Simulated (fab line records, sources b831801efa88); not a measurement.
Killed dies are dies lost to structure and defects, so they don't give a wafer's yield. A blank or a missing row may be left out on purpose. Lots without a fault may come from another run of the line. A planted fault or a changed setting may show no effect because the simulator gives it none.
Which tool did it? | flow sky130 | 6 lots, 18 wafers sampled, at 2 steps of a route of 708

WHAT THE GAUGES READ, wafer by wafer
SKY_VT_ADJUST_HVTR_TW_MEAS_11.
lot  | measured     | on            | VT_ADJUST_HVTR_TW
L214 | day 9 20:26  | film_metro-04 | 213.1 211.7 212.3
L216 | day 10 05:31 | film_metro-02 | 210.0 210.6 209.9
L221 | day 12 01:47 | film_metro-03 | 208.9 208.6 209.4
L227 | day 13 16:38 | film_metro-04 | 226.6 227.4 225.7
L234 | day 16 02:16 | film_metro-03 | 210.3 209.2 208.9
L236 | day 16 14:43 | film_metro-02 | 210.2 211.4 210.5

WHICH TOOL RAN EACH LOT (tool, then ch and the chambers of the sampled wafers, then the start)
lot  | SKY_VT_ADJUST_HVTR_IMPLANT_09
L214 | implanter-03 ch 0, day 9 20:13
L216 | implanter-02 ch 0, day 10 05:17
L221 | implanter-01 ch 0, day 12 01:32
L227 | implanter-01 ch 0, day 13 16:23
L234 | implanter-03 ch 0, day 16 02:02
L236 | implanter-02 ch 0, day 16 14:29
- SKY_VT_ADJUST_HVTR_IMPLANT_09

THE ANSWER, worked out from the rows above alone
Rule: what is usual is taken from the lots themselves. Put in order of their means at a reading, lots are off if they are a third of the lots or fewer, leave a main group of 4 or more, and stand apart from it by a gap of 3 or more times the standard deviation of the main group's means; of several such gaps the widest counts. A main group whose means are all the same, to the digits that the tables above print for the reading, isn't used. A lot without any number at a reading at which 4 lots or more have one is off too. The other lots that the step has rows for count as sound.
Off: L227, at SKY_VT_ADJUST_HVTR_TW_MEAS_11 (VT_ADJUST_HVTR_TW). The main group: mean 210.3, standard deviation 1.2.
A tool fits if, at a process step before that reading, it ran every lot that is off, and no sound lot after the first of them. The gauges at SKY_VT_ADJUST_HVTR_TW_MEAS_11 are tried like those tools. Can't be told from this: 2 tools fit, implanter-01 at SKY_VT_ADJUST_HVTR_IMPLANT_09, film_metro-04 at SKY_VT_ADJUST_HVTR_TW_MEAS_11.

WHAT THE SIMULATOR HAD PUT IN
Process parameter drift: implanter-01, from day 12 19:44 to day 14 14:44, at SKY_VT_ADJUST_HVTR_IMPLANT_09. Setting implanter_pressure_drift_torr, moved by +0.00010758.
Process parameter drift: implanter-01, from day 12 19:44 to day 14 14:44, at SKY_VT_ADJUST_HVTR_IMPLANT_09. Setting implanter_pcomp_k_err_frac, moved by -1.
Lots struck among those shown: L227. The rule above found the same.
